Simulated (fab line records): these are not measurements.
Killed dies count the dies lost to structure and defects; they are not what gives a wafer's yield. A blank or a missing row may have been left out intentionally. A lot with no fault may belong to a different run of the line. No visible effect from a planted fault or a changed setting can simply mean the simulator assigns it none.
Chamber matching || flow sky130 || SKY_LI_CONTACT_CMP_02 on cmp-01: 4 sister chambers
The step polishes PSG. 16 wafers are shown with their chamber, then 8 later ones without.

## WAFERS, EACH WITH ITS CHAMBER
{"wafer": "L080.1", "chamber": 0, "motor_current_A (A)": 11.0, "time_to_endpoint_s (s)": 34.4}
{"wafer": "L080.2", "chamber": 1, "motor_current_A (A)": 13.3, "time_to_endpoint_s (s)": 31.7}
{"wafer": "L080.3", "chamber": 2, "motor_current_A (A)": 12.9, "time_to_endpoint_s (s)": 27.4}
{"wafer": "L080.4", "chamber": 3, "motor_current_A (A)": 11.0, "time_to_endpoint_s (s)": 29.4}
{"wafer": "L080.5", "chamber": 1, "motor_current_A (A)": 13.0, "time_to_endpoint_s (s)": 32.6}
{"wafer": "L080.6", "chamber": 0, "motor_current_A (A)": 11.0, "time_to_endpoint_s (s)": 33.2}
{"wafer": "L081.1", "chamber": 0, "motor_current_A (A)": 10.7, "time_to_endpoint_s (s)": 34.7}
{"wafer": "L081.2", "chamber": 2, "motor_current_A (A)": 12.7, "time_to_endpoint_s (s)": 30.5}
{"wafer": "L081.3", "chamber": 3, "motor_current_A (A)": 10.9, "time_to_endpoint_s (s)": 32.4}
{"wafer": "L081.4", "chamber": 1, "motor_current_A (A)": 13.2, "time_to_endpoint_s (s)": 36.7}
{"wafer": "L081.5", "chamber": 3, "motor_current_A (A)": 10.7, "time_to_endpoint_s (s)": 33.7}
{"wafer": "L081.6", "chamber": 2, "motor_current_A (A)": 12.7, "time_to_endpoint_s (s)": 31.2}
{"wafer": "L087.1", "chamber": 0, "motor_current_A (A)": 11.6, "time_to_endpoint_s (s)": 34.6}
{"wafer": "L087.2", "chamber": 1, "motor_current_A (A)": 12.9, "time_to_endpoint_s (s)": 29.7}
{"wafer": "L087.3", "chamber": 2, "motor_current_A (A)": 12.6, "time_to_endpoint_s (s)": 29.2}
{"wafer": "L087.4", "chamber": 3, "motor_current_A (A)": 11.2, "time_to_endpoint_s (s)": 29.0}

SIGNATURES (averages over the wafers above)
{"reading": "motor_current_A", "chamber 0": 11.075, "chamber 1": 13.100, "chamber 2": 12.725, "chamber 3": 10.950, "scatter within a chamber": 0.242}
{"reading": "time_to_endpoint_s", "chamber 0": 34.225, "chamber 1": 32.675, "chamber 2": 29.575, "chamber 3": 31.125, "scatter within a chamber": 2.07}
Rule: for each reading, subtract the chamber's mean from the wafer's reading, divide by that reading's scatter and square the result; add these up over the readings and take the root, which gives the wafer's distance from the chamber. If the next closest chamber is less than 2 further off than the closest, the wafer can't be placed; otherwise it belongs to the closest. How the scatter is found: for the shown wafers, subtract from each reading the mean of its chamber, square and add these, divide the total by (wafers less chambers), then take the root.

## WAFERS WITH NO CHAMBER GIVEN
{"wafer": "L087.5", "motor_current_A (A)": 12.7, "time_to_endpoint_s (s)": 27.6}
{"wafer": "L087.6", "motor_current_A (A)": 13.0, "time_to_endpoint_s (s)": 31.7}
{"wafer": "L088.1", "motor_current_A (A)": 11.4, "time_to_endpoint_s (s)": 37.5}
{"wafer": "L088.2", "motor_current_A (A)": 13.1, "time_to_endpoint_s (s)": 36.7}
{"wafer": "L088.3", "motor_current_A (A)": 12.8, "time_to_endpoint_s (s)": 31.7}
{"wafer": "L088.4", "motor_current_A (A)": 10.4, "time_to_endpoint_s (s)": 36.1}
{"wafer": "L088.5", "motor_current_A (A)": 10.7, "time_to_endpoint_s (s)": 34.2}
{"wafer": "L088.6", "motor_current_A (A)": 10.9, "time_to_endpoint_s (s)": 38.3}

## THE CHAMBER EACH PASSED THROUGH
{"wafer": "L087.5", "from the rows above": "can't be placed: 2 or 1", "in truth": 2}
{"wafer": "L087.6", "from the rows above": "can't be placed: 1 or 2", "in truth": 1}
{"wafer": "L088.1", "from the rows above": "can't be placed: 0 or 3", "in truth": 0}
{"wafer": "L088.2", "from the rows above": "can't be placed: 1 or 2", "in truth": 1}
{"wafer": "L088.3", "from the rows above": "can't be placed: 2 or 1", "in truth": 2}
{"wafer": "L088.4", "from the rows above": "can't be placed: 0 or 3", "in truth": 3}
{"wafer": "L088.5", "from the rows above": "can't be placed: 0 or 3", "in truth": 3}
{"wafer": "L088.6", "from the rows above": "can't be placed: 0 or 3", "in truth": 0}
Correctly placed: 0 of 8. Unplaceable from these rows: 8, with the true chamber sitting among the candidates in 8. Wrongly placed: 0.
